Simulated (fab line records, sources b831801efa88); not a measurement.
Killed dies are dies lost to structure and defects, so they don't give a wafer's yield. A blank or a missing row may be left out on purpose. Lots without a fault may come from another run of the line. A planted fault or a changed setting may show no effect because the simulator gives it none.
A struck lot beside a sound one | flow sky130 | 24 steps out of a route of 708
Sound: wafers L284.1, L284.3, L284.4. Struck: wafers L282.2, L282.3, L282.5. The cause comes at the end.
At each step with rows: each side's tool, then ch and its chambers, then its first start. Under that, the readings that differ: sound wafers | struck wafers | difference of the means | sigmas: that difference in standard deviations of wafers without a fault.
alike: readings whose means differ by less than 2 such deviations, and words and numbers that are the same on both sides. not compared: withheld readings, readings that some wafer has no value for, bounds like >300 that may hide the same value, and numbers for which the record gives no deviation and whose values overlap.
The two part at a step that has a row with sigmas, a row that says differs or no value, or rows on one side only. Numbers that don't overlap but have no deviation are shown without sigmas and don't part them. A reading that every wafer of one side lacks parts them only if that side has two wafers or more.

first, 9 steps without rows for these wafers: SKY_LI_CONTACT_ETCH_14 (etches BARC in N2/H2, stops on SiO2, time 45.9 s, target depth 60 nm); SKY_LI_CONTACT_ETCH_15 (etches PSG in C4F8/O2/Ar, stops on Si, target depth 600 nm); SKY_LI_CONTACT_STRIP_16 (strips in O2/N2); SKY_LI_CONTACT_CLEAN_17 (cleans in NMP, time 600 s); SKY_LI_CONTACT_PRE_CLEAN_18 (time 5.6 s); SKY_LI_CONTACT_SPUTTER_19 (material Ti, target thk 20 nm, time 106.37 s); SKY_LI_CONTACT_SPUTTER_20 (material TiN, target thk 20 nm, time 80 s); SKY_LI_CONTACT_CVD_21 (deposits W, target thk 400 nm, time 120.56 s); SKY_LI_CONTACT_CMP_24 (polishes, stops on PSG, t overpolish 20 s, target thk 0 nm).
SKY_LOCAL_INTERCONNECT_SPUTTER_00: material TiN, target thk 100 nm, time 83.3 s.
  sound on pvd_sputter-04, day 36 05:17; struck on pvd_sputter-01, day 35 11:11
  no value came back on the struck wafers for cathode_dc_power_W (W), chamber_pressure_pa (Pa), throttle_valve_pct (%); on the sound wafers cathode_dc_power_W (W) reads 6499.5 6500.0 6501.5
SKY_LOCAL_INTERCONNECT_RS_MEAS_01: measures by four-point-probe.
  sound on film_metro-04, day 36 05:21; struck on film_metro-02, day 35 11:16
  reading                            | sound             | struck | difference                    | sigmas
  LOCAL_INTERCONNECT_TIN_RS (ohm/sq) | 14.27 14.45 14.51 | - - -  | no value on the struck wafers |
SKY_LOCAL_INTERCONNECT_THK_MEAS_02: measures by xrf.
  sound on film_metro-04, day 36 05:28; struck on film_metro-02, day 35 11:22
  reading                         | sound           | struck         | difference | sigmas
  LOCAL_INTERCONNECT_TIN_THK (nm) | 100.5 98.8 98.9 | <0.0 <0.0 <0.0 | differs    |
then, 9 steps without rows for these wafers: SKY_LOCAL_INTERCONNECT_DEHYDRATE_03 (time 60 s); SKY_LOCAL_INTERCONNECT_HMDS_04 (prime time 60 s); SKY_LOCAL_INTERCONNECT_COAT_05 (resist thk 60 nm); SKY_LOCAL_INTERCONNECT_COAT_06 (resist thk 450 nm); SKY_LOCAL_INTERCONNECT_SOFTBAKE_07 (time 90 s); SKY_LOCAL_INTERCONNECT_EXPOSE_08 (exposes mask LI1M, target cd 170 nm); SKY_LOCAL_INTERCONNECT_PEB_09; SKY_LOCAL_INTERCONNECT_DEVELOP_10 (develop time 60 s); SKY_LOCAL_INTERCONNECT_ETCH_13 (etches BARC in N2/H2, stops on SiO2, time 45.9 s, target depth 60 nm).
SKY_LOCAL_INTERCONNECT_METAL_ETCH_14: etches TiN in Cl2/BCl3, stops on PSG, target depth 110 nm, time 31.4 s.
  sound on rie_metal-03 ch 0,1, day 37 07:18; struck on rie_metal-01 ch 0,1, day 36 14:03
  reading                | sound                | struck               | difference | sigmas
  oes_product_au (a.u.)  | 0.939 0.934 0.938    | 0.494 0.495 0.486    | -0.445     | -52
  throttle_valve_pct (%) | 21.894 21.915 21.918 | 22.188 22.193 22.182 | +0.279     | +30
  alike: drypump_motor_current_A
  not compared: rf_hours_counter_h
then, 1 step without rows for these wafers: SKY_LOCAL_INTERCONNECT_STRIP_15 (strips in O2/N2).
-- the record jumps here: 14 days lie between the struck wafers' starts before and after (it left off in module LOCAL_INTERCONNECT and takes up again in module PAD_OPEN, whose first step shown is number 708 of the route) --
SKY_PAD_OPEN_PROBE_99:
  sound on prober-02, day 50 19:35; struck on prober-01, day 50 07:17
  reading             | sound    | struck      | difference | sigmas
  killed_at_M0_to_M3  | 33 51 48 | 7 9 8       | -36        | -5
  killed_at_M4_up     | 8 4 6    | 1 1 3       | -4         | -2
  killed_at_contacts  | 30 23 17 | 481 478 478 | +456       | +75
  killed_at_front_end | 19 14 12 | 3 3 3       | -12        | -3
  killed_dies         | 90 92 83 | 492 492 492 | +404       | +40
  killed_on_rim       | 15 15 19 | 96 96 96    | +80        | +23
  killed_open         | 50 55 42 | 5 13 8      | -40        | -5
  killed_short        | 40 37 41 | 10 4 8      | -32        | -5
  alike: killed_at_other

WHERE THEY PART
First at SKY_LOCAL_INTERCONNECT_SPUTTER_00; last, within this record, at SKY_PAD_OPEN_PROBE_99.

WHY: what the simulator had put in
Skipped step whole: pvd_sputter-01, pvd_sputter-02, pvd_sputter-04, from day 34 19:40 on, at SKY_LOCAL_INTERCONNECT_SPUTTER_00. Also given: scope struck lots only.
